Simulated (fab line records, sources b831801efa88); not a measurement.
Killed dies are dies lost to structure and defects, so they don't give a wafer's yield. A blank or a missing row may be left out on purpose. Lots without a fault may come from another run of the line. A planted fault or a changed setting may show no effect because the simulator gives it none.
Problem report in the 8D (eight disciplines) form, filled by code | flow sky130 | the parts of the form that need people (team, actions taken, sign-off) are left out

1. THE PROBLEM
cd_nm at SKY_LOCAL_INTERCONNECT_CD_MEAS_11 reads a mean of 149.8 nm on 6 wafers of 2 lots; wafers without a fault read 169.3 nm with a standard deviation of 1.5. That is -13 standard deviations from the usual mean.
The step: target cd 170 nm.
First seen on wafer L889.2, day 35 15:37, on cd_sem-01. The record holds 42 wafers of 14 lots with a number at this step. Rule for "out", or "out of limits": more than 4 standard deviations from the usual mean. The other wafers with a number count as sound.

2. WHAT IT IS AND WHAT IT IS NOT
question                    | is                     | is not
which readings at this step | cd_nm                  | -
which lots                  | L889, L890             | L874, L875, L876, L878, L879, L880, L881, L882, L884, L885, L896, L897
which wafers of those lots  | all that have a number | -
read on which gauges        | cd_sem-01, cd_sem-02   | -
when                        | from day 35 15:37      | up to then (30 sound wafers); but 6 sound wafers of L896, L897 came after

3. SUSPECTS, AND WHAT RULES EACH OUT
Counting: a tool at a process step up to the reading stays a suspect if it ran every lot that is out and no sound lot after the first of them.
- the gauge at SKY_LOCAL_INTERCONNECT_CD_MEAS_11: ruled out. The wafers that are out were read on 2 gauges (cd_sem-01, cd_sem-02).
- plasma_asher-03 at SKY_POLY_CUT_STRIP_12 (strips in O2/N2): ruled out as a lasting fault. Sound lots L896 ran on it after its first lot that is out, L889 (day 29 20:43).
- krf_scanner-01 at SKY_LOCAL_INTERCONNECT_EXPOSE_08 (exposes mask LI1M, target cd 170 nm): kept. It ran every lot that is out, first L889 (day 35 02:55), and no sound lot after that; its last sound lot up to then is L885 (day 33 16:26).
Left after counting: krf_scanner-01 at SKY_LOCAL_INTERCONNECT_EXPOSE_08.

4. THE CAUSE (what the simulator had put in)
Process parameter drift: krf_scanner-01, from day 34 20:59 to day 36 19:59, at SKY_LOCAL_INTERCONNECT_EXPOSE_08. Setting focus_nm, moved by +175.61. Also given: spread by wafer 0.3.
Counting left only this tool.

5. THE CHAIN OF EFFECTS, in route order
Each row: a reading whose mean over the struck wafers that have a number lies more than 3 standard deviations from the usual. Only readings for which the record gives a usual standard deviation are gone through. hours: the time from each lot's start at the first step in this table that gives one to its start at this step, as a median over the lots. sigmas: the change in usual standard deviations.
hours | step                              | reading | usual    | on struck wafers | change | sigmas
0     | SKY_LOCAL_INTERCONNECT_CD_MEAS_11 | cd_nm   | 169.3 nm | 149.8            | -19.5  | -13
Later measuring or inspecting steps at which every struck wafer that the step has a row for has a number for every such reading, and none has moved that far: SKY_CONTACT_BOW_MEAS_05.

6. WHAT WOULD HAVE CAUGHT IT SOONER
In this record the first reading out of limits at a measuring or inspecting step was taken at day 35 15:37, 19 hours after the fault began at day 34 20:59.
All the lots that are out (2) had begun SKY_LOCAL_INTERCONNECT_EXPOSE_08 on krf_scanner-01 by day 35 15:37. A hold on the tool at that time would have spared none of them.
